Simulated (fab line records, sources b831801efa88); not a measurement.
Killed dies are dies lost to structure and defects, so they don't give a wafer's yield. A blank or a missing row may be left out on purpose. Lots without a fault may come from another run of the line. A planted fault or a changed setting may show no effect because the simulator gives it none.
Chamber matching | flow gf180mcu | GF_V4_CVD_00 on hdpcvd-02: 3 sister chambers
The step deposits SiO2, target thk 600 nm, time 100 s. 3 wafers are shown with their chamber, then 6 later ones without.

WAFERS WITH THEIR CHAMBER
wafer  | chamber | sih4_flow_sccm (sccm)
L363.6 | 0       | 60.10
L366.1 | 1       | 59.81
L366.3 | 2       | 60.18

WAFERS WITHOUT THEIR CHAMBER
wafer  | sih4_flow_sccm (sccm)
L366.4 | 60.00
L372.1 | 60.20
L372.4 | 59.74
L373.3 | 60.04
L374.1 | 59.61
L374.3 | 59.79

WHICH CHAMBER EACH WENT THROUGH
wafer  | from the rows above          | in truth
L366.4 | can't be placed: 0 or 2 or 1 | 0
L372.1 | can't be placed: 2 or 0      | 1
L372.4 | 1                            | 1
L373.3 | can't be placed: 0 or 2 or 1 | 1
L374.1 | 1                            | 1
L374.3 | 1                            | 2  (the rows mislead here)
Placed correctly: 2 of 6. Can't be placed from these rows: 3 (the true chamber is among the candidates in 2). Placed wrongly: 1.
How it was worked out, from the rows above alone: a wafer's distance from a chamber is the root of the sum, over the readings, of the square of ((its reading less the chamber's mean) divided by the reading's scatter). The wafer belongs to the nearest chamber; if the next one is less than 2 further off, it can't be placed. A chamber's mean is the mean of its shown wafers. The scatter: with one shown wafer a chamber, the root of the mean of the squares of how far each hidden wafer lies from its nearest shown one.
